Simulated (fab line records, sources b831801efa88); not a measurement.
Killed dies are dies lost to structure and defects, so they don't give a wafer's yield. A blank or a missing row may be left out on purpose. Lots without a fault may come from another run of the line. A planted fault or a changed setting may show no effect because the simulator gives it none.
fab line records | flow sky130
record lots=6 wafers=18 last_day=50
route steps=708 shown METAL1@446 VIA1@458 PAD_OPEN@708
lots that met no fault: from a run of the same line without faults
start_h: hours from the record's first day to the start of the lot's first wafer shown | wait_h: hours since the lot's step before | " the same as in the row above | L1.1+2: a row that stands for several wafers | - no value, or no start given | * or withheld: withheld | < > ~ a bound
route shown NAME@n: a module of which the file shows steps, and the number in the route of the first | usual: mean/standard deviation of fault-free wafers | same: alike in all rows | chamber/n: place in a boat | sites: the reading at each site | _std_site: their standard deviation | _edge_site: outer sites' mean less inner sites' | radius_mm: how far each site lies from the wafer's centre | mask NAME#n: copy n | behind: the tool/chamber that last shaped the wafer | hold: why the lot was held/for how many hours/how that ended | device: the transistor (n, p or np) that didn't switch | end of line: the same wafers' tests at the end of the route | a step without rows: its recipe alone | killed: dies lost to structure and defects at the first sort, not the wafer's yield | map: a wafer's dies, x killed, . not, _ none there
set.NAME: the setting as run; set.NAME@STEP: as run at that earlier step | model.NAME: the simulator's own value behind a step, which no gauge read
lots at some steps of the route; a table a step, a row a wafer
services: from which hour (start_h, from the record's first day; less than 0 if before it) a tool's chamber was out of use, for how many hours, and why
## steps
# step SKY_METAL1_EXPOSE_12
# recipe mask_id=MM1 na=0.8 source_shape=annular sigma_inner=0.55 sigma_outer=0.85 target_cd_nm=140 dose_mj=28
# step SKY_METAL1_PEB_13
# recipe peb_temp_c=withheld peb_time_s=withheld resist=KrF-thick
# step SKY_METAL1_DEVELOP_14
# recipe develop_time_s=60 resist=KrF-thick dev_temp_c=21
# step SKY_METAL1_CD_MEAS_15
# recipe target_cd_nm=140
# usual cd_nm=139.7/1.3
# columns lot.wafer tool chamber start_h wait_h cd_nm
L433.2 cd_sem-02 - 769.84 - 140.4
L433.4 " - " " 139.5
L433.5 " - " " 140.3
L435.2 cd_sem-02 - 794.14 - 140.6
L435.3 " - " " 140.9
L435.6 " - " " 140.6
L439.3 cd_sem-02 - 818.86 - 141.2
L439.4 " - " " 139.8
L439.6 " - " " 140.8
L441.1 cd_sem-02 - 833.07 - 139.8
L441.3 " - " " 138.7
L441.5 " - " " 138.5
L449.1 cd_sem-02 - 915.22 - 138.9
L449.2 " - " " 138.0
L449.3 " - " " 139.6
L452.1 cd_sem-01 - 918.49 - 140.0
L452.2 " - " " 139.4
L452.5 " - " " 138.7
# step SKY_METAL1_OVL_MEAS_16
# usual METAL1_OVL=2/6.1
# columns lot.wafer tool chamber start_h wait_h METAL1_OVL[nm]
L433.2 overlay-02 - 769.94 0.1 0
L433.4 " - " " -3
L433.5 " - " " -2
L435.2 overlay-02 - 794.25 0.1 -2
L435.3 " - " " 3
L435.6 " - " " 0
L439.3 overlay-01 - 818.96 0.1 -1
L439.4 " - " " -3
L439.6 " - " " -6
L441.1 overlay-02 - 833.19 0.1 8
L441.3 " - " " 4
L441.5 " - " " 3
L449.1 overlay-01 - 915.34 0.1 8
L449.2 " - " " 2
L449.3 " - " " 0
L452.1 overlay-01 - 918.61 0.1 -2
L452.2 " - " " -5
L452.5 " - " " 4
# step SKY_METAL1_DESCUM_17
# recipe chemistry=O2 source_power_w=150 bias_power_w=0 pressure_mtorr=10 temp_c=40 time_s=8
# usual drypump_motor_current_A=5.8/0.45 oes_product_au=1.001/0.0077
# same bias_power_w=0
# columns lot.wafer tool chamber start_h wait_h drypump_motor_current_A oes_product_au rf_hours_counter_h
L433.2 rie_metal-01 0 769.97 0.0 6.4 1.004 3
L433.4 " 0 " " 6.4 0.994 -
L433.5 " 0 " " 6.3 0.997 -
L435.2 rie_metal-01 1 794.28 0.0 5.2 1.007 5
L435.3 " 0 " " 6.4 0.988 -
L435.6 " 0 " " 6.4 0.993 -
L439.3 rie_metal-02 1 818.99 0.0 5.7 1.010 -
L439.4 " 0 " " 5.6 1.010 -
L439.6 " 1 " " 5.7 1.012 -
L441.1 rie_metal-03 0 833.23 0.0 5.3 0.992 15
L441.3 " 0 " " 5.4 0.996 -
L441.5 " 0 " " 5.4 0.998 -
L449.1 rie_metal-01 1 915.38 0.0 5.3 1.015 10
L449.2 " 0 " " 6.4 0.997 9
L449.3 " 1 " " 5.3 1.011 -
L452.1 rie_metal-01 0 918.64 0.0 6.4 0.995 9
L452.2 " 1 " " 5.3 0.999 10
L452.5 " 0 " " 6.4 0.997 -
# step SKY_METAL1_ETCH_18
# recipe chemistry=N2/H2 target=BARC ion_energy_ev=200 bias_w=100 pressure_mtorr=30 n2_flow_sccm=100 h2_flow_sccm=200 icp_w=500 stop_on=SiO2 time_s=45.9 target_depth_a=600
# usual drypump_motor_current_A=5.8/0.44 oes_product_au=0.856/0.0049 throttle_valve_pct=13.224/0.0095
# columns lot.wafer tool chamber start_h wait_h drypump_motor_current_A oes_product_au rf_hours_counter_h throttle_valve_pct
L433.2 rie_metal-01 0 770.00 0.0 6.4 0.852 3 13.220
L433.4 " 0 " " 6.4 0.859 - 13.221
L433.5 " 0 " " 6.3 0.853 - 13.232
L435.2 rie_metal-01 1 794.31 0.0 5.3 0.861 5 13.225
L435.3 " 0 " " 6.4 0.859 - 13.228
L435.6 " 0 " " 6.4 0.857 - 13.217
L439.3 rie_metal-02 1 819.03 0.0 5.7 0.860 - 13.213
L439.4 " 0 " " 5.6 0.857 - 13.210
L439.6 " 1 " " 5.7 0.856 - 13.205
L441.1 rie_metal-03 0 833.26 0.0 5.4 0.855 15 13.223
L441.3 " 0 " " 5.4 0.851 - 13.226
L441.5 " 0 " " 5.4 0.846 - 13.231
L449.1 rie_metal-01 1 915.41 0.0 5.3 0.866 10 13.222
L449.2 " 0 " " 6.4 0.853 9 13.231
L449.3 " 1 " " 5.3 0.867 - 13.231
L452.1 rie_metal-01 0 918.67 0.0 6.4 0.849 9 13.212
L452.2 " 1 " " 5.3 0.855 10 13.214
L452.5 " 0 " " 6.4 0.856 - 13.240
# step SKY_METAL1_METAL_ETCH_19
# recipe target_depth_a=3600 stop_on=SiO2 over_etch_frac=0.3 time_s=78 chemistry=Cl2/BCl3 resist_sidewall_deg=88 pressure_mtorr=10 icp_w=900 bias_w=48.5 Cl2_flow_sccm=60 bcl3_flow_sccm=30
# usual drypump_motor_current_A=5.8/0.45 oes_product_au=0.854/0.0057 throttle_valve_pct=22.264/0.0093
# columns lot.wafer tool chamber start_h wait_h drypump_motor_current_A oes_product_au rf_hours_counter_h throttle_valve_pct
L433.2 rie_metal-01 0 770.07 0.0 6.4 0.858 3 22.271
L433.4 " 0 " " 6.4 0.858 - 22.269
L433.5 " 0 " " 6.3 0.861 - 22.271
L435.2 rie_metal-01 1 794.37 0.0 5.3 0.852 5 22.281
L435.3 " 0 " " 6.4 0.868 - 22.275
L435.6 " 0 " " 6.4 0.853 - 22.260
L439.3 rie_metal-02 1 819.10 0.1 5.7 0.860 - 22.268
L439.4 " 0 " " 5.6 0.852 - 22.237
L439.6 " 1 " " 5.7 0.852 - 22.272
L441.1 rie_metal-03 0 833.32 0.0 5.4 0.845 15 22.264
L441.3 " 0 " " 5.3 0.851 - 22.261
L441.5 " 0 " " 5.3 0.853 - 22.258
L449.1 rie_metal-01 1 915.47 0.0 5.3 0.855 10 22.258
L449.2 " 0 " " 6.4 0.851 9 22.267
L449.3 " 1 " " 5.3 0.842 - 22.255
L452.1 rie_metal-01 0 918.74 0.0 6.4 0.862 9 22.273
L452.2 " 1 " " 5.3 0.858 11 22.269
L452.5 " 0 " " 6.3 0.854 - 22.254
# step SKY_METAL1_STRIP_20
# recipe chemistry=O2/N2 power_w=1400 pressure_mtorr=1500 platen_temp_c=withheld o2_flow_sccm=3000 n2_flow_sccm=300 overash_fraction=0.5
# usual drypump_motor_current_A=5.9/0.49 oes_product_au=0.342/0.0046 strip_time_to_endpoint_s=2.69/0.043
# columns lot.wafer tool chamber start_h wait_h drypump_motor_current_A oes_product_au rf_hours_counter_h strip_time_to_endpoint_s
L433.2 plasma_asher-02 0 770.16 0.1 6.4 0.348 35 2.71
L433.4 " 0 " " 6.4 0.343 - 2.71
L433.5 " 0 " " 6.4 0.343 - 2.67
L435.2 plasma_asher-01 1 794.46 0.1 5.4 0.349 5 2.69
L435.3 " 1 " " 5.4 0.344 - 2.75
L435.6 " 0 " " 6.1 0.345 - 2.74
L439.3 plasma_asher-01 1 819.20 0.1 5.4 0.341 - 2.66
L439.4 " 0 " " 6.1 0.339 - 2.61
L439.6 " 0 " " 6.1 0.342 - 2.63
L441.1 plasma_asher-01 1 833.41 0.1 5.4 0.342 10 2.77
L441.3 " 1 " " 5.4 0.346 - 2.73
L441.5 " 0 " " 6.1 0.345 - 2.76
L449.1 plasma_asher-01 1 915.56 0.1 5.4 0.342 21 2.63
L449.2 " 0 " " 6.1 0.347 21 2.70
L449.3 " 1 " " 5.4 0.350 - 2.61
L452.1 plasma_asher-04 0 918.83 0.1 5.1 0.348 64 2.70
L452.2 " 1 " " 5.1 0.338 64 2.63
L452.5 " 1 " " 5.1 0.342 - 2.71
# step SKY_METAL1_STRIP_21
# recipe chemistry=post_etch_residue_remover time_s=1200 temp_c=72.5
# step SKY_METAL1_CLEAN_22
# recipe chemistry=IPA time_s=180 temp_c=25
# step SKY_METAL1_CLEAN_23
# recipe chemistry=O3/DIW dry=n2_spin
# step SKY_VIA1_HDPCVD_00
# recipe material=SiO2 target_thk_nm=1030 sigma_open_frac=0.3 time_s=171.7 temp_c=400 sih4_flow_sccm=60 pressure_mtorr=6
# usual sih4_flow_sccm=60.00/0.17
# columns lot.wafer tool chamber start_h wait_h sih4_flow_sccm model.SiO2_of_VIA1_HDPCVD_00.thk_nm
L433.2 hdpcvd-01 1 770.75 0.0 59.78 1026
L433.4 " 2 " " 60.08 1018
L433.5 " 1 " " 59.99 1023
L435.2 hdpcvd-01 2 795.06 0.0 59.76 1014
L435.3 " 1 " " 60.09 1026
L435.6 " 2 " " 59.94 1017
L439.3 hdpcvd-01 0 819.76 0.0 59.72 1028
L439.4 " 2 " " 48.20 810.3
L439.6 " 1 " " 59.94 1016
L441.1 hdpcvd-01 1 834.01 0.0 59.97 1040
L441.3 " 2 " " 47.95 830.4
L441.5 " 1 " " 60.22 1038
L449.1 hdpcvd-01 2 916.20 0.0 59.92 1038
L449.2 " 1 " " 60.20 1026
L449.3 " 0 " " 60.26 1026
L452.1 hdpcvd-02 2 919.42 0.0 59.61 1034
L452.2 " 0 " " 60.05 1027
L452.5 " 2 " " 59.94 1036
# step SKY_VIA1_THK_MEAS_01
# recipe reads=SiO2_of_VIA1_HDPCVD_00
# usual VIA1_HDPCVD_THK=1030/9.5
# columns lot.wafer tool chamber start_h wait_h VIA1_HDPCVD_THK[nm]
L433.2 film_metro-01 - 770.87 0.1 1026
L433.4 " - " " 1018
L433.5 " - " " 1024
L435.2 film_metro-02 - 795.18 0.1 1014
L435.3 " - " " 1025
L435.6 " - " " 1018
L439.3 film_metro-01 - 819.89 0.1 1027
L439.4 " - " " 811
L439.6 " - " " 1016
L441.1 film_metro-01 - 834.12 0.1 1040
L441.3 " - " " 831
L441.5 " - " " 1039
L449.1 film_metro-02 - 916.31 0.1 1039
L449.2 " - " " 1026
L449.3 " - " " 1027
L452.1 film_metro-04 - 919.54 0.1 1034
L452.2 " - " " 1027
L452.5 " - " " 1036
# step SKY_VIA1_CMP_02
# recipe material=SiO2 down_force_psi=4 platen_rpm=60 pad_velocity_m_s=0.94248
# usual motor_current_A=12.1/1.1 retaining_ring_pressure_frac=1.000/0.0046
# columns lot.wafer tool chamber start_h wait_h motor_current_A retaining_ring_pressure_frac
L433.2 cmp-02 0 771.02 0.1 13.5 1.003
L433.4 " 1 " " 14.0 0.993
L433.5 " 3 " " 11.6 0.996
L435.3 cmp-01 1 795.33 0.1 12.2 1.002
L435.2 " 2 " " 12.5 1.006
L435.6 " 3 " " 11.1 1.005
L439.4 cmp-01 1 819.93 0.0 12.9 0.997
L439.3 " 3 " " 11.6 0.998
L439.6 " 1 " " 11.6 1.000
L441.1 cmp-01 3 834.18 0.1 10.9 1.003
L441.3 " 0 " " 12.1 0.997
L441.5 " 3 " " 10.9 1.007
L449.1 cmp-02 2 916.37 0.1 11.4 1.006
L449.2 " 3 " " 10.6 0.992
L449.3 " 1 " " 12.7 0.996
L452.2 cmp-02 0 919.65 0.1 13.7 1.004
L452.1 " 2 " " 10.7 1.002
L452.5 " 3 " " 10.7 0.997
# step SKY_PAD_OPEN_PROBE_99
# usual defect_limited_yield=82.4/2.1 killed_at_M0_to_M3=43/7.4 killed_at_M4_up=3.1/1.9 killed_at_contacts=25/5.4 killed_at_front_end=15/4.3 killed_at_other=0.3/0.54 killed_dies=86/10 killed_open=46/7.4 killed_short=40/7 sort_bin_3_pad_short=0.9/0.39 sort_bin_5_function=10.3/1.6 sort_bin_6_memory=6.4/1.1 sort_n_pass=406/10 sort_yield_pct=82.4/2.1
# same gross_dies=492 killed_at_back_side=0 sort_bin_4_leakage[%]=0 sort_bin_8_speed[%]=0
# columns lot.wafer tool chamber start_h wait_h defect_limited_yield[%] killed_at_M0_to_M3 killed_at_M4_up killed_at_contacts killed_at_front_end killed_at_other killed_dies killed_open killed_short sort_bin_3_pad_short[%] sort_bin_5_function[%] sort_bin_6_memory[%] sort_n_pass sort_yield_pct[%]
L433.2 prober-02 - 1080.68 0.1 82.1 47 2 25 14 0 88 49 38 0.8 10.2 6.9 404 82.1
L433.4 prober-02 - 1080.78 0.2 78.7 51 4 41 9 0 105 56 49 1.4 11.2 8.7 387 78.7
L433.5 prober-02 - 1080.83 0.2 81.9 49 3 25 12 0 89 45 44 0.6 10.6 6.9 403 81.9
L435.2 prober-02 - 1097.85 0.1 79.9 53 4 30 12 0 99 58 41 0.6 12.2 7.3 393 79.9
L435.3 prober-02 - 1097.90 0.2 84.1 30 2 29 16 1 78 42 36 0.6 9.1 6.1 414 84.1
L435.6 prober-02 - 1098.05 0.2 81.7 47 6 23 14 0 90 49 41 0.8 10.4 7.1 402 81.7
L439.3 prober-02 - 1119.94 0.2 81.3 43 6 24 19 0 92 37 55 1.2 10.0 7.5 400 81.3
L439.4 prober-02 - 1119.99 0.2 82.1 43 2 25 16 2 88 51 36 0.8 11.4 5.7 404 82.1
L439.6 prober-02 - 1120.09 0.2 82.3 43 1 21 22 0 87 40 47 1.2 11.2 5.3 405 82.3
L441.1 prober-02 - 1130.58 0.1 84.8 33 5 19 17 1 75 38 37 1.4 8.1 5.7 417 84.8
L441.3 prober-02 - 1130.68 0.2 79.9 53 2 31 13 0 99 62 37 1.2 13.2 5.7 393 79.9
L441.5 prober-02 - 1130.78 0.2 82.9 55 0 21 8 0 84 40 44 0.4 10.4 6.3 408 82.9
L449.1 prober-02 - 1187.52 0.1 83.3 37 3 27 15 0 82 58 24 1.0 8.9 6.7 410 83.3
L449.2 prober-02 - 1187.57 0.1 78.3 48 3 30 26 0 107 56 50 1.8 12.2 7.7 385 78.3
L449.3 prober-02 - 1187.62 0.2 78.3 46 1 37 22 1 107 64 43 0.6 15.9 5.3 385 78.3
L452.1 prober-01 - 1191.12 0.1 84.3 34 2 27 14 0 77 40 35 1.2 9.3 5.1 415 84.3
L452.2 prober-01 - 1191.17 0.1 83.5 37 0 27 17 0 81 39 38 0.4 10.4 5.7 411 83.5
L452.5 prober-01 - 1191.32 0.2 82.5 44 4 27 11 0 86 46 40 0.4 8.1 8.9 406 82.5
# killed by level:class
L433.2 CONTACT:geometric_particle:open=12 VIA1:geometric_particle:open=11 VIA3:geometric_particle:open=7 LI_CONTACT:geometric_particle:open=6 METAL1:geometric_particle:short=5 VIA2:geometric_particle:open=5 VIA2:geometric_particle:short=5 CONTACT:geometric_particle:short=4
L433.4 VIA1:geometric_particle:open=13 CONTACT:geometric_particle:short=10 LI_CONTACT:geometric_particle:open=9 CONTACT:geometric_particle:open=9 VIA3:geometric_particle:open=9 METAL2:geometric_particle:short=7 LOCAL_INTERCONNECT:geometric_particle:short=7 VIA2:geometric_particle:open=7
L433.5 CONTACT:geometric_particle:open=11 METAL1:geometric_particle:short=9 VIA3:geometric_particle:open=8 VIA1:geometric_particle:open=7 VIA3:geometric_particle:short=6 VIA2:geometric_particle:open=6 METAL2:geometric_particle:short=5 LI_CONTACT:geometric_particle:open=4
L435.2 VIA1:geometric_particle:open=14 CONTACT:geometric_particle:open=13 LI_CONTACT:geometric_particle:open=10 METAL2:geometric_particle:short=9 VIA1:geometric_particle:short=7 FIELD_ISO:geometric_particle:open=4 CONTACT:geometric_particle:short=4 METAL3:geometric_particle:short=4
L435.3 LI_CONTACT:geometric_particle:open=10 CONTACT:geometric_particle:open=8 METAL2:geometric_particle:short=6 FIELD_ISO:geometric_particle:open=5 FIELD_ISO:geometric_particle:short=5 LOCAL_INTERCONNECT:geometric_particle:short=5 VIA3:geometric_particle:open=5 POLY_GATE:geometric_particle:open=4
L435.6 VIA1:geometric_particle:open=15 CONTACT:geometric_particle:open=8 LI_CONTACT:geometric_particle:open=6 VIA2:geometric_particle:open=6 VIA3:geometric_particle:open=5 METAL4:geometric_particle:short=5 FIELD_ISO:geometric_particle:short=4 CONTACT:geometric_particle:short=4
L439.3 FIELD_ISO:geometric_particle:short=11 LI_CONTACT:geometric_particle:open=8 METAL2:geometric_particle:short=8 VIA1:geometric_particle:open=7 CONTACT:geometric_particle:open=5 VIA1:geometric_particle:short=5 POLY_GATE:geometric_particle:short=4 LI_CONTACT:geometric_particle:short=4
L439.4 VIA1:geometric_particle:open=11 LI_CONTACT:geometric_particle:open=10 POLY_GATE:geometric_particle:short=6 METAL2:geometric_particle:open=6 LI_CONTACT:geometric_particle:short=6 CONTACT:geometric_particle:short=5 POLY_GATE:geometric_particle:open=5 VIA1:geometric_particle:short=5
L439.6 LI_CONTACT:geometric_particle:open=8 VIA3:geometric_particle:open=8 METAL2:geometric_particle:short=7 FIELD_ISO:geometric_particle:short=6 METAL1:geometric_particle:short=6 VIA1:geometric_particle:open=6 CONTACT:geometric_particle:open=5 POLY_GATE:geometric_particle:short=4
L441.1 VIA1:geometric_particle:open=9 CONTACT:geometric_particle:short=7 FIELD_ISO:geometric_particle:open=6 CONTACT:geometric_particle:open=6 METAL4:geometric_particle:short=5 POLY_GATE:geometric_particle:short=4 VIA2:geometric_particle:open=4 VIA3:geometric_particle:short=4
L441.3 VIA1:geometric_particle:open=13 VIA2:geometric_particle:open=11 CONTACT:geometric_particle:open=10 LI_CONTACT:geometric_particle:open=9 VIA1:geometric_particle:short=8 METAL2:geometric_particle:short=5 VIA3:geometric_particle:open=5 FIELD_ISO:geometric_particle:open=4
L441.5 VIA1:geometric_particle:open=14 CONTACT:geometric_particle:open=10 METAL1:geometric_particle:short=8 VIA1:geometric_particle:short=6 METAL2:geometric_particle:short=5 VIA2:geometric_particle:open=5 METAL3:geometric_particle:short=5 VIA3:geometric_particle:short=5
L449.1 CONTACT:geometric_particle:open=17 VIA1:geometric_particle:open=14 VIA3:geometric_particle:open=6 POLY_GATE:geometric_particle:open=5 VIA1:geometric_particle:short=5 POLY_GATE:geometric_particle:short=4 CONTACT:geometric_particle:short=3 METAL1:geometric_particle:short=3
L449.2 CONTACT:geometric_particle:open=15 VIA1:geometric_particle:open=13 FIELD_ISO:geometric_particle:short=8 VIA1:geometric_particle:short=8 FIELD_ISO:geometric_particle:open=7 CONTACT:geometric_particle:short=6 VIA3:geometric_particle:open=6 POLY_GATE:geometric_particle:short=5
L449.3 VIA1:geometric_particle:open=17 CONTACT:geometric_particle:open=13 CONTACT:geometric_particle:short=10 POLY_GATE:geometric_particle:open=9 FIELD_ISO:geometric_particle:open=6 LOCAL_INTERCONNECT:geometric_particle:short=5 VIA2:geometric_particle:short=4 LI_CONTACT:geometric_particle:open=4
L452.1 CONTACT:geometric_particle:open=10 VIA1:geometric_particle:open=10 METAL1:geometric_particle:short=6 LI_CONTACT:geometric_particle:open=5 CONTACT:geometric_particle:short=5 METAL2:geometric_particle:short=5 VIA2:geometric_particle:open=5 VIA3:geometric_particle:open=4
L452.2 CONTACT:geometric_particle:open=10 VIA1:geometric_particle:open=8 LI_CONTACT:geometric_particle:open=7 CONTACT:geometric_particle:short=6 VIA3:geometric_particle:open=5 VIA3:geometric_particle:short=5 FIELD_ISO:geometric_particle:short=4 VIA1:geometric_particle:short=4
L452.5 VIA3:geometric_particle:open=10 CONTACT:geometric_particle:open=9 VIA1:geometric_particle:open=9 METAL2:geometric_particle:short=8 LI_CONTACT:geometric_particle:open=6 CONTACT:geometric_particle:short=6 METAL1:geometric_particle:short=5 VIA2:geometric_particle:short=5
## services
# columns tool chamber start_h hours kind
cmp-01 - 748.13 - consumable_replace:conditioner
cmp-01 - 748.13 - consumable_replace:pad
cmp-01 - 761.53 3.9 repair
plasma_asher-04 - 798.49 77.9 repair
cmp-02 - 817.57 0.8 repair
rie_metal-03 - 828.85 0.7 repair
rie_metal-01 0 829.84 4.3 repair
cmp-02 - 837.78 4.6 pm
rie_metal-02 0 839.49 - clean
rie_metal-02 0 839.49 20.3 scheduled_down
rie_metal-02 0 839.49 20.3 vent_cycle
plasma_asher-04 - 845.96 0.9 repair
hdpcvd-02 - 848.89 1.6 repair
hdpcvd-02 2 859.31 3.6 repair
rie_metal-01 - 863.92 2.8 pm
cmp-01 - 869.16 5.3 pm
plasma_asher-02 - 871.61 2.5 repair
cmp-02 - 874.69 11.1 pm
plasma_asher-04 - 876.39 15.6 pm
rie_metal-03 - 880.64 0.6 repair
plasma_asher-04 - 882.91 26.0 repair
rie_metal-03 0 886.95 - clean
cmp-02 - 912.06 4.0 pm
cmp-02 - 914.04 1.4 repair
## key
first_sign step=SKY_VIA1_HDPCVD_00 reading=sih4_flow_sccm direction=down sigmas=72 usual=60.00 struck=48.08
effect step=SKY_VIA1_THK_MEAS_01 reading=VIA1_HDPCVD_THK direction=down sigmas=22 usual=1030 struck=821
model_effect step=SKY_VIA1_HDPCVD_00 value=SiO2_of_VIA1_HDPCVD_00.thk_nm without=1026 struck=820.4
met_at SKY_VIA1_HDPCVD_00
struck_wafers L439.4,L441.3
onset_between 795.06 819.76
fault kind=process_parameter_drift tool=hdpcvd-01 chamber=2 onset_h=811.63 steps=SKY_VIA1_HDPCVD_00 channel=sih4_flow_sccm offset=-12 shape=step end_h=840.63 acts_in=these_recipes_only stated=60
